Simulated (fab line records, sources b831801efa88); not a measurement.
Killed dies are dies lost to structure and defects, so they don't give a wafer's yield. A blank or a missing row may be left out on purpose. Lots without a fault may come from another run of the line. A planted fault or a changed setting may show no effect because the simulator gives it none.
One fault seen from 2 desks | flow sky130 | each desk has only its own numbers; what lay behind them comes last

THE METROLOGY DESK
What the gauges read, lot by lot, whatever tool the lot ran on: means of the sampled wafers that have a number. A lot is out of limits, marked OUT, if its mean lies more than 4 standard deviations from the usual mean; the brackets give that distance.
Columns: A = LI_CONTACT_OVL at SKY_LI_CONTACT_OVL_MEAS_13, usual 3 nm; B = LI_CONTACT_W_RS at SKY_LI_CONTACT_RS_MEAS_22, usual 0.2852 ohm/sq; C = LI_CONTACT_W_THK at SKY_LI_CONTACT_THK_MEAS_23, usual 388 nm; D = LOCAL_INTERCONNECT_TIN_RS at SKY_LOCAL_INTERCONNECT_RS_MEAS_01, usual 14.08 ohm/sq; E = LOCAL_INTERCONNECT_TIN_THK at SKY_LOCAL_INTERCONNECT_THK_MEAS_02, usual 99.5 nm; F = cd_nm at SKY_LOCAL_INTERCONNECT_CD_MEAS_11, usual 169.9 nm; G = LOCAL_INTERCONNECT_OVL at SKY_LOCAL_INTERCONNECT_OVL_MEAS_12, usual 3 nm
lot  | first seen here | A  | B      | C   | D               | E               | F     | G
L891 | day 29 05:25    | 4  | 0.2814 | 398 | 14.09           | 98.7            | 172.4 | 4
L899 | day 32 02:23    | -1 | 0.2882 | 377 | 11.52 (-18) OUT | 123.5 (+22) OUT | 170.9 | -4
L900 | day 32 08:20    | 3  | 0.2871 | 378 | 11.65 (-17) OUT | 121.9 (+20) OUT | 169.1 | 8
L906 | day 34 17:40    | 8  | 0.2861 | 387 | 14.10           | 99.7            | 168.2 | 2
L907 | day 35 08:45    | 0  | 0.2860 | 390 | 14.34           | 98.2            | 169.5 | 12
L909 | day 35 17:00    | -1 | 0.2829 | 394 | 14.16           | 98.8            | 170.5 | -3
This desk's finding: out of limits on L899, L900; first on L899, day 32 04:40 (LOCAL_INTERCONNECT_TIN_RS at SKY_LOCAL_INTERCONNECT_RS_MEAS_01). In limits: L891, L906, L907, L909.

THE TOOL OWNER'S DESK: pvd_sputter-04
The tool's own readings at SKY_LOCAL_INTERCONNECT_SPUTTER_00 (material TiN, target thk 100 nm, time 83.3 s): means of the sampled wafers that have a number, for each lot that ran on this tool. A lot is out of limits, marked OUT, if its mean lies more than 4 standard deviations from the usual mean; the brackets give that distance.
Columns: A = chamber_pressure_pa at SKY_LOCAL_INTERCONNECT_SPUTTER_00, usual 0.3999 Pa; B = throttle_valve_pct at SKY_LOCAL_INTERCONNECT_SPUTTER_00, usual 30.1 %
lot  | first seen here | A      | B
L899 | day 32 04:36    | 0.4004 | 30.3
L900 | day 32 09:31    | 0.3999 | 30.2
L906 | day 34 18:52    | 0.4001 | 30.7
This desk's finding: nothing out of limits on any of the 3 lots.

PUT TOGETHER
The metrology desk could have raised an alarm at day 32 04:40, on L899, L900.
The tool owner's desk saw nothing out of limits.
The tool owner's desk has L899, L900 on record, within its limits.
Of the lots named, all ran SKY_LOCAL_INTERCONNECT_SPUTTER_00 on pvd_sputter-04.

WHAT THE SIMULATOR HAD PUT IN
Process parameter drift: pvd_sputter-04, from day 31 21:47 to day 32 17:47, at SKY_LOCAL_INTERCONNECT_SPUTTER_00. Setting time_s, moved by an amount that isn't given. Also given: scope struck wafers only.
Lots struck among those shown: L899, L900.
Hours from the fault's start to each desk's first reading out of limits: the metrology desk, 7.
